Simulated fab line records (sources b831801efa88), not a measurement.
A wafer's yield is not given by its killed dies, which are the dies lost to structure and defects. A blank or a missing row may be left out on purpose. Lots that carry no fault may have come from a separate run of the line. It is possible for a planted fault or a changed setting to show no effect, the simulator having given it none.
A struck lot beside a sound one :: flow sky130 :: 26 out of 708 route steps
Sound: wafers L239.1, L239.2, L239.5. Wafers L229.1, L229.2, L229.3 were the ones struck. The cause is given at the end.
Order at every step that has rows: each side's tool, ch and its chambers, its first start. Under that, the readings that differ: sound wafers :: struck wafers :: difference of the means :: sigmas: that difference in standard deviations of wafers without a fault.
alike: readings with means less than 2 such deviations apart, plus words and numbers identical on both sides. not compared: withheld readings, readings lacking a value on some wafer, bounds such as >300 that could conceal the same value, and numbers that have no deviation in the record and whose values overlap.
The two part at a step that has a row with sigmas, a row that says differs or no value, or rows on one side only. Numbers that have no deviation but don't overlap get no sigmas and don't part them. Lack of a reading on every wafer of one side parts them only where that side has two or more wafers.

SKY_PWDE_TW_MEAS_10:
  sound: film-metro-04 at day 7 10:22; struck: film-metro-03 at day 5 06:11
  alike: PWDE_TW
then, 7 steps without rows for these wafers: SKY_NWELL_DEHYDRATE_03 (time 60 s); SKY_NWELL_HMDS_04 (prime time 60 s); SKY_NWELL_COAT_05 (resist thk 3000 nm); SKY_NWELL_SOFTBAKE_06; SKY_NWELL_EXPOSE_07 (exposes mask NWM, target cd 840 nm); SKY_NWELL_PEB_08; SKY_NWELL_DEVELOP_09 (develop time 60 s).
SKY_NWELL_OVL_MEAS_10:
  sound: overlay-01 at day 8 08:43; struck: overlay-01 at day 6 00:29
  alike: NWELL_00_OVL
then, 3 steps without rows for these wafers: SKY_NWELL_IMPLANT_11; SKY_NWELL_IMPLANT_12; SKY_NWELL_IMPLANT_13.
SKY_NWELL_STRIP_14: strips in O2/N2.
  sound on plasma-asher-02 ch 0,1, day 8 09:11; struck on plasma-asher-04 ch 0,1, day 6 00:58
  no value came back on the struck wafers for chamber-pressure-mTorr (mTorr), drypump-motor-current-A (A), oes-product-au (a.u.), strip-time-to-endpoint-s (s); on the sound wafers chamber-pressure-mTorr (mTorr) reads 1499.9 1501.7 1497.5
reading: model.coat_of_NWELL_COAT_05.thk-nm (nm)
sound: 0 0 0
struck: 2995 2996 3005
difference: +2999
sigmas: 
  not compared: rf-hours-counter-h
SKY_NWELL_TW_MEAS_15:
  sound: film-metro-02 at day 8 09:17; struck: film-metro-03 at day 6 01:04
  alike: NWELL_TW
then, 7 steps without rows for these wafers: SKY_NWELL_DEHYDRATE_16 (time 60 s); SKY_NWELL_HMDS_17 (prime time 60 s); SKY_NWELL_COAT_18 (resist thk 3000 nm); SKY_NWELL_SOFTBAKE_19; SKY_NWELL_EXPOSE_20 (exposes mask NWM COMPLEMENT, target cd 840 nm); SKY_NWELL_PEB_21; SKY_NWELL_DEVELOP_22 (develop time 60 s).
SKY_NWELL_OVL_MEAS_23:
  sound: overlay-02 at day 9 07:07; struck: overlay-02 at day 6 21:30
reading: NWELL_01_OVL (nm)
sound: 2.3 1.2 2.8
struck: -1.4 -1.1 -3.1
difference: -4.0
sigmas: -3
then, 1 step without rows for these wafers: SKY_NWELL_IMPLANT_24.
SKY_NWELL_STRIP_25: strips in O2/N2.
  sound on plasma-asher-02 ch 0,1, day 9 07:17; struck on plasma-asher-03 ch 0,1, day 6 21:41
reading: oes-product-au (a.u.)
sound: 0.721 0.721 0.722
struck: 0.744 0.746 0.736
difference: +0.021
sigmas: +4

reading: strip-time-to-endpoint-s (s)
sound: 36.89 36.89 36.94
struck: 81.09 81.24 81.23
difference: +44.28
sigmas: +99 or more
  alike: chamber-pressure-mTorr, drypump-motor-current-A
  not compared: rf-hours-counter-h
SKY_NWELL_TW_MEAS_26:
  sound: film-metro-04 at day 9 07:23; struck: film-metro-04 at day 6 21:47
reading: NWELL_2_TW
sound: 500.4 500.4 501.1
struck: 30.1 29.9 30.1
difference: -470.6
sigmas: -99 or more
then, 1 step without rows for these wafers: SKY_NWELL_CLEAN_27 (cleans in SC1/SC2, time 150 s).

## WHERE THEY PART
At SKY_NWELL_STRIP_14 first; at SKY_NWELL_TW_MEAS_26 last (within this record only).

WHY: what the simulator had put in
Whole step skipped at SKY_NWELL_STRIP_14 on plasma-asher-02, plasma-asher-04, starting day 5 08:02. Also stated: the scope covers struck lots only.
